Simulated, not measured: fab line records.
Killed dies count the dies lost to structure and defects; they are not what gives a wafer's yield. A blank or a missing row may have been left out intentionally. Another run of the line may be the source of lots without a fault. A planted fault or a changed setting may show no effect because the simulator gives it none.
What tool caused it?	flow gf180mcu	14 lots with 42 wafers sampled at 4 steps, on a route of 602 steps

WHAT THE GAUGES SHOWED, per wafer
GF_STI_THK_MEAS_02. Usual: for STI_OXIDATION_THK the level is 10.03 nm and the standard deviation is 0.17.
lot	measured	on	STI_OXIDATION_THK (nm)	flag
L891	day 1 11:31	film metro-01	10.17 10.07 9.83	
L892	day 1 17:16	film metro-03	10.13 10.07 10.14	
L893	day 1 21:31	film metro-01	9.59 9.52 9.60	
L894	day 2 02:31	film metro-03	9.84 9.73 9.80	
L897	day 2 17:31	film metro-02	9.95 9.77 9.92	
L898	day 2 22:56	film metro-03	9.92 9.98 9.93	
L899	day 3 03:31	film metro-03	10.17 10.12 9.99	
L902	day 3 18:49	film metro-01	9.90 10.03 10.04	
L907	day 4 19:34	film metro-03	10.39 10.21 10.15	
L908	day 5 00:31	film metro-02	13.33 13.19 13.42	OFF
L909	day 5 05:32	film metro-02	13.37 13.28 13.40	OFF
L911	day 5 15:53	film metro-03	10.04 10.17 10.06	
L912	day 5 20:31	film metro-01	9.95 9.80 9.79	
L913	day 6 01:31	film metro-01	9.98 10.12 10.08	

GF_POLY_GATE_THK_MEAS_17. Usual: for POLY_GATE_OXIDATION_THK the level is 3.97 nm and the standard deviation is 0.089.
lot	measured	on	POLY_GATE_OXIDATION_THK (nm)	flag
L891	day 10 07:02	film metro-01	3.91 3.90 3.95	
L892	day 10 19:49	film metro-02	3.89 3.88 3.90	
L893	day 11 01:41	film metro-04	3.98 3.93 3.99	
L894	day 11 07:46	film metro-04	3.78 3.85 3.89	
L897	day 12 06:42	film metro-01	3.98 3.92 4.01	
L898	day 12 11:14	film metro-02	4.08 4.08 4.17	
L899	day 12 23:14	film metro-01	4.12 4.12 4.26	
L902	day 13 17:04	film metro-04	4.08 4.05 4.08	
L907	day 15 02:43	film metro-02	3.95 3.90 3.98	
L908	day 15 16:40	film metro-02	3.86 3.79 3.86	
L909	day 15 17:57	film metro-04	3.92 4.04 3.97	
L911	day 16 06:26	film metro-01	4.04 4.05 4.11	
L912	day 16 14:03	film metro-04	4.02 4.02 3.94	
L913	day 17 00:21	film metro-01	3.90 3.84 3.88	

GF_NSD_TW_MEAS_12. Usual: for NSD_TW the level is 4244 and the standard deviation is 24.
lot	measured	on	NSD_TW	flag
L891	day 14 22:25	film metro-01	4196 4236 4201	
L892	day 15 11:19	film metro-03	4265 4277 4263	
L893	day 15 17:49	film metro-04	4250 4221 4241	
L894	day 16 02:13	film metro-04	4248 4244 4252	
L897	day 17 00:40	film metro-04	4253 4247 4225	
L898	day 17 06:16	film metro-04	4256 4231 4243	
L899	day 17 19:52	film metro-01	4220 4199 4203	
L902	day 18 18:25	film metro-01	4223 4261 4244	
L907	day 20 09:14	film metro-03	4263 4271 4267	
L908	day 20 21:55	film metro-04	4246 4240 4250	
L909	day 20 23:46	film metro-01	4199 4182 4210	
L911	day 21 14:04	film metro-03	4260 4255 4267	
L912	day 21 23:41	film metro-04	4257 4252 4240	
L913	day 22 08:10	film metro-04	4275 4264 4275	

WHICH TOOL RAN EACH LOT (tool, then ch and the chambers of the sampled wafers, then the start)
lot	GF_STI_OXIDATION_01
L891	furnace-01 ch 0, day 1 10:07
L892	furnace-02 ch 0, day 1 15:52
L893	furnace-01 ch 0, day 1 20:07
L894	furnace-01 ch 0, day 2 01:07
L897	furnace-02 ch 0, day 2 16:07
L898	furnace-02 ch 0, day 2 21:32
L899	furnace-02 ch 0, day 3 02:07
L902	furnace-02 ch 0, day 3 17:25
L907	furnace-02 ch 0, day 4 18:09
L908	furnace-02 ch 0, day 4 23:07
L909	furnace-02 ch 0, day 5 04:07
L911	furnace-01 ch 0, day 5 14:29
L912	furnace-01 ch 0, day 5 19:07
L913	furnace-01 ch 0, day 6 00:07
- GF_STI_OXIDATION_01: stabilise 600 s, purge 300 s, target thk 10 nm.

AS READ BY THE TOOLS THEMSELVES (means over the sampled wafers that have a number; for cases with no such wafer, the mark the record gives instead)
GF_STI_OXIDATION_01. Usual: spike tc top C 912.3 C, standard deviation 2.6; zone power bottom pct 27.6 %, standard deviation 0.34.
lot	tool	spike tc top C (C)	zone power bottom pct (%)	flag
L891	furnace-01	915.2	27.7	
L892	furnace-02	911.0	27.0	
L893	furnace-01	916.1	27.9	
L894	furnace-01	915.3	27.9	
L897	furnace-02	909.3	27.1	
L898	furnace-02	910.0	27.4	
L899	furnace-02	910.0	27.4	
L902	furnace-02	909.8	27.3	
L907	furnace-02	911.2	27.4	
L908	furnace-02	909.4	27.5	
L909	furnace-02	910.6	27.4	
L911	furnace-01	915.3	27.9	
L912	furnace-01	915.6	27.7	
L913	furnace-01	913.3	28.0	

THE ANSWER, worked out from the rows above alone
Rule: lot off if the mean of its wafers having a number is beyond 3 standard deviations from the usual mean. A lot without any number at a reading at which 4 lots or more have one is off too. Any other lot the step has rows for is counted as sound. First the gauges in route order, then the tools' own readings, where a lot's mean is used as printed above. At the first step where some lot is off, the reading lying furthest off is the one used; lots without a number count as furthest.
Off: L908, L909, at GF_STI_THK_MEAS_02 (STI_OXIDATION_THK).
A tool fits if, at a process step before that reading, it ran every lot that is off, and no sound lot after the first of them. The gauges at GF_STI_THK_MEAS_02 are tried like those tools. Can't be told from this: 2 tools fit, furnace-02 at GF_STI_OXIDATION_01, film metro-02 at GF_STI_THK_MEAS_02.

WHAT THE SIMULATOR PUT IN
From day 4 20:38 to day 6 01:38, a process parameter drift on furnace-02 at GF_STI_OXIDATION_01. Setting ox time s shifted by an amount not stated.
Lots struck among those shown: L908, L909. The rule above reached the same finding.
